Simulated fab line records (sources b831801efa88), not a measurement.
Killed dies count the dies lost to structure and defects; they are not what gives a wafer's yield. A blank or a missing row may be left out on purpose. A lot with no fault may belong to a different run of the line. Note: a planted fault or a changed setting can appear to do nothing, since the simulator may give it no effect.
2 desks, one fault    flow gf180mcu    only its own numbers are on each desk; what lay behind them is given at the end

METROLOGY DESK
What the gauges read for every lot (on any tool): the sampled wafers with a number, averaged. If a lot's mean is further than 4 standard deviations from the usual mean, the lot is out of limits and carries the mark OUT (the distance appears in the brackets).
Columns: A = V4_W_RS at GF_V4_RS_MEAS_24, usual 0.326 ohm/sq; B = V4_W_THK at GF_V4_THK_MEAS_25, usual 344 nm
lot   first seen here  A      B
L899  day 27 16:42     0.325  343
L903  day 28 06:25     0.326  350
L904  day 28 23:40     0.327  349
L905  day 29 00:50     0.322  345
L906  day 29 11:31     0.328  339
L907  day 29 14:42     0.324  344
Finding of this desk: none of the 6 lots has anything out of limits.

AT THE TOOL OWNER'S DESK: pvd sputter-01
The tool's own readings at GF_MIM_SPUTTER_03 (material Ti, target thk 10 nm, time 6.7 s): means of the sampled wafers that have a number, for each lot that ran on this tool. If a lot's mean is further than 4 standard deviations from the usual mean, the lot is out of limits and carries the mark OUT (the distance appears in the brackets).
Columns: A = throttle valve pct at GF_MIM_SPUTTER_03, usual 29.8 %
lot   first seen here  A
L903  day 28 07:04     29.4
L906  day 29 12:10     30.6
L907  day 29 15:20     30.5
Finding of this desk: none of the 3 lots has anything out of limits.

PUT TOGETHER
Metrology desk: nothing out of limits seen.
The tool owner's desk saw nothing out of limits.

WHAT THE SIMULATOR PUT IN
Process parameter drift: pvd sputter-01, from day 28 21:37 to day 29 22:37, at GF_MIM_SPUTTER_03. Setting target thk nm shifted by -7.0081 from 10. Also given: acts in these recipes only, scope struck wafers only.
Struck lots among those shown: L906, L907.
